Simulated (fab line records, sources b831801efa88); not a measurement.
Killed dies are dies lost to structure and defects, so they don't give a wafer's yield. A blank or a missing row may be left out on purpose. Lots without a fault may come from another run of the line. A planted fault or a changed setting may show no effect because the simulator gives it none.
Which tool did it? | flow sky130 | 6 lots, 18 wafers sampled, at 2 steps of a route of 708

WHAT THE GAUGES READ, wafer by wafer
SKY_VT_ADJUST_HVTR_OVL_MEAS_08.
lot  | measured     | on         | VT_ADJUST_HVTR_OVL (nm)
L751 | day 9 20:58  | overlay-02 | -1.0 -2.4 0.4
L754 | day 10 22:28 | overlay-02 | -2.8 -2.3 -0.9
L758 | day 12 06:14 | overlay-02 | 1.8 1.0 0.4
L761 | day 13 19:43 | overlay-02 | -0.7 -0.2 -0.7
L766 | day 15 23:31 | overlay-02 | -3.0 -2.2 -1.6
L771 | day 17 09:46 | overlay-01 | -1.3 -1.1 -1.1

WHICH TOOL RAN EACH LOT (tool, then ch and the chambers of the sampled wafers, then the start)
lot  | SKY_NWELL_IMPLANT_12
L751 | implanter-01 ch 0, day 5 04:40
L754 | implanter-02 ch 0, day 5 23:34
L758 | implanter-01 ch 0, day 6 23:00
L761 | implanter-01 ch 0, day 8 01:52
L766 | implanter-04 ch 0, day 9 16:51
L771 | implanter-02 ch 0, day 10 19:13
- SKY_NWELL_IMPLANT_12

THE ANSWER, worked out from the rows above alone
Rule: what is usual is taken from the lots themselves. Put in order of their means at a reading, lots are off if they are a third of the lots or fewer, leave a main group of 4 or more, and stand apart from it by a gap of 3 or more times the standard deviation of the main group's means; of several such gaps the widest counts. A main group whose means are all the same, to the digits that the tables above print for the reading, isn't used. A lot without any number at a reading at which 4 lots or more have one is off too. The other lots that the step has rows for count as sound.
No lot is off at any reading shown: from this, nothing can be told.

WHAT THE SIMULATOR HAD PUT IN
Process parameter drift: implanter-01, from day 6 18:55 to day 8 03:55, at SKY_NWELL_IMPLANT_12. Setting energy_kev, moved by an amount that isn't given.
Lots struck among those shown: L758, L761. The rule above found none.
